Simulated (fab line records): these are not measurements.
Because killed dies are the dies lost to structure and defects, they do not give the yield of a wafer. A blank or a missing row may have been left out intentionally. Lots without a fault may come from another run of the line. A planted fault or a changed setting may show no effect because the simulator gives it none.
A single fault, viewed from 2 desks | flow sky130 | every desk sees just its own numbers, and what lay behind them comes last

FOR THE TOOL OWNER'S DESK: lpcvd-02
The tool's own readings at SKY_SPACER_CVD_00 (deposits Si3N4 from DCS/NH3, target thk 43.1 nm, time 740 s): means of the sampled wafers that have a number, for each lot that ran on this tool. A lot is out of limits, marked OUT, if its mean lies more than 4 standard deviations from the usual mean; the brackets give that distance.
Columns: A = spike-tc-centre-C at SKY_SPACER_CVD_00, usual 770.2 C; B = zone-power-centre-pct at SKY_SPACER_CVD_00, usual 14.2 %; C = zone-power-lower-pct at SKY_SPACER_CVD_00, usual 12.8 %; D = zone-power-upper-pct at SKY_SPACER_CVD_00, usual 12.7 %
lot  | first seen here | A               | B    | C               | D
L287 | day 23 04:51    | 769.6           | 15.3 | 13.1            | 13.2
L288 | day 24 04:10    | 770.1           | 15.2 | 13.2            | 13.3
L289 | day 24 16:17    | 770.2           | 15.1 | 13.2            | 13.2
L291 | day 24 20:59    | 771.5           | 13.2 | 12.6            | 12.2
L290 | day 25 01:51    | 770.1           | 15.2 | 13.2            | 13.2
L292 | day 25 10:03    | 769.6           | 15.2 | 13.0            | 13.2
L295 | day 26 08:00    | 770.3           | 13.1 | 12.5            | 12.1
L299 | day 27 18:50    | 784.5 (+15) OUT | 16.9 | 10.6 (-6.6) OUT | 10.2 (-4.4) OUT
L301 | day 28 07:34    | 785.8 (+16) OUT | 17.0 | 10.7 (-6.5) OUT | 10.2 (-4.3) OUT
L309 | day 30 22:46    | 770.2           | 13.3 | 12.4            | 12.2
This desk finds L299, L301 out of limits, L299 being first, at day 27 18:50 (spike-tc-centre-C at SKY_SPACER_CVD_00). L287, L288, L289, L291, L290, L292, L295, L309: within limits.

AT THE METROLOGY DESK
Means of the sampled wafers that have a number, per lot and without regard to the tool the lot ran on: this is what the gauges read. A lot is out of limits, marked OUT, if its mean lies more than 4 standard deviations from the usual mean; the brackets give that distance.
Columns: A = SPACER_CVD_00_THK at SKY_SPACER_THK_MEAS_01, usual 42.8 nm
lot  | first seen here | A
L287 | day 23 06:05    | 42.2
L288 | day 24 05:58    | 42.2
L289 | day 24 17:30    | 43.1
L291 | day 24 22:13    | 42.5
L290 | day 25 03:04    | 42.1
L292 | day 25 11:16    | 42.9
L295 | day 26 09:13    | 42.3
L299 | day 27 20:02    | 48.5 (+14) OUT
L301 | day 28 08:47    | 48.2 (+14) OUT
L309 | day 30 23:58    | 43.4
This desk finds L299, L301 out of limits, with the earliest case on L299 at day 27 20:02 (SPACER_CVD_00_THK at SKY_SPACER_THK_MEAS_01). L287, L288, L289, L291, L290, L292, L295, L309: within limits.

BROUGHT TOGETHER
The tool owner's desk had the chance to raise an alarm at day 27 18:50 on L299, L301.
On L299, L301, the metrology desk was in a position to raise an alarm at day 27 20:02.
On lpcvd-02, each named lot ran SKY_SPACER_CVD_00.

WHAT THE SIMULATOR HAD INSERTED
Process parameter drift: lpcvd-02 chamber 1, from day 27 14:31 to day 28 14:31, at SKY_SPACER_CVD_00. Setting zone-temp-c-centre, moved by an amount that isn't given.
Shown lots that were struck: L299, L301.
Time in hours from fault onset to the first out-of-limits reading at each desk: tool owner's desk 4, metrology desk 6.
